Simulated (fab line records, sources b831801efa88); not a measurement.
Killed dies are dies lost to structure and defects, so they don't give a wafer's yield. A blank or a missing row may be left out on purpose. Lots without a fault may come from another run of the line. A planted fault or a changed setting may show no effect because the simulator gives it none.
Chamber matching | flow sky130 | SKY_POLY_CUT_ETCH_10 on rie_diel-03: 4 sister chambers
The step etches BARC in N2/H2, stops on SiO2, time 45.9 s, target depth 60 nm. 4 wafers are shown with their chamber, then 11 later ones without.

WAFERS WITH THEIR CHAMBER
wafer  | chamber | drypump_motor_current_A (A)
L083.4 | 1       | 5.4
L085.2 | 3       | 6.3
L085.3 | 2       | 6.5
L086.2 | 0       | 5.1

WAFERS WITHOUT THEIR CHAMBER
wafer  | drypump_motor_current_A (A)
L086.3 | 5.4
L086.5 | 5.0
L087.2 | 6.6
L087.5 | 6.6
L087.6 | 5.4
L092.1 | 5.0
L092.5 | 6.3
L092.6 | 5.0
L094.2 | 6.6
L094.5 | 6.2
L094.6 | 6.5

WHICH CHAMBER EACH WENT THROUGH
wafer  | from the rows above | in truth
L086.3 | 1                   | 1
L086.5 | 0                   | 0
L087.2 | 2                   | 2
L087.5 | 2                   | 2
L087.6 | 1                   | 1
L092.1 | 0                   | 0
L092.5 | 3                   | 3
L092.6 | 0                   | 0
L094.2 | 2                   | 2
L094.5 | 3                   | 3
L094.6 | 2                   | 2
Placed correctly: 11 of 11. Can't be placed from these rows: 0. Placed wrongly: 0.
How it was worked out, from the rows above alone: a wafer's distance from a chamber is the root of the sum, over the readings, of the square of ((its reading less the chamber's mean) divided by the reading's scatter). The wafer belongs to the nearest chamber; if the next one is less than 2 further off, it can't be placed. A chamber's mean is the mean of its shown wafers. The scatter: with one shown wafer a chamber, the root of the mean of the squares of how far each hidden wafer lies from its nearest shown one.
